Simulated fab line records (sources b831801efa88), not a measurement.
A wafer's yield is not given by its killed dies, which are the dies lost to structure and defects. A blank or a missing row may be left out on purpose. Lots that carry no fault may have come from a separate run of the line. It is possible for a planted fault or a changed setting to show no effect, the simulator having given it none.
Chamber matching	flow sfqLine	SFQ_TRILAYER_I6_CMP_CMP_166 on cmp-02: 4 sister chambers
The step polishes SiO2. 8 wafers are shown with their chamber, then 9 later ones without.

## WAFERS WITH THEIR CHAMBER
wafer	chamber	motorCurrentA (A)	timeToEndpointS (s)
L104.3	2	9.7	213
L104.6	1	9.8	207
L106.3	1	9.3	212
L106.5	3	10.7	213
L106.6	0	9.6	227
L107.3	0	9.6	209
L107.2	2	9.6	211
L107.4	3	11.6	205

## WAFERS WHOSE CHAMBER IS MISSING
wafer	motorCurrentA (A)	timeToEndpointS (s)
L111.2	9.9	208
L111.3	8.9	205
L111.6	9.1	208
L112.2	10.8	199
L112.4	9.3	210
L112.6	9.9	209
L114.3	9.1	206
L114.4	9.3	214
L114.6	9.8	212

## WHICH CHAMBER EACH ONE RAN IN
wafer	from the rows above	in truth
L111.2	can't be placed: 2 or 1 or 0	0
L111.3	can't be placed: 1 or 2 or 0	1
L111.6	can't be placed: 1 or 2 or 0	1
L112.2	can't be placed: 3 or 2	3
L112.4	can't be placed: 1 or 2 or 0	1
L112.6	can't be placed: 2 or 1 or 0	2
L114.3	can't be placed: 1 or 2 or 0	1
L114.4	can't be placed: 1 or 0 or 2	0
L114.6	can't be placed: 2 or 1 or 0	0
Correct placement for 0 of the 9. Can't be placed from these rows: 9 (the true chamber is among the candidates in 9). Placed wrongly: 0.
How it was worked out, from the rows above alone: a wafer's distance from a chamber is the root of the sum, over the readings, of the square of ((its reading less the chamber's mean) divided by the reading's scatter). If the next closest chamber is less than 2 further off than the closest, the wafer can't be placed; otherwise it belongs to the closest. For every chamber, the mean is computed from those of its wafers that are shown. How the scatter is found: for the shown wafers, subtract from each reading the mean of its chamber, square and add these, divide the total by (wafers less chambers), then take the root.
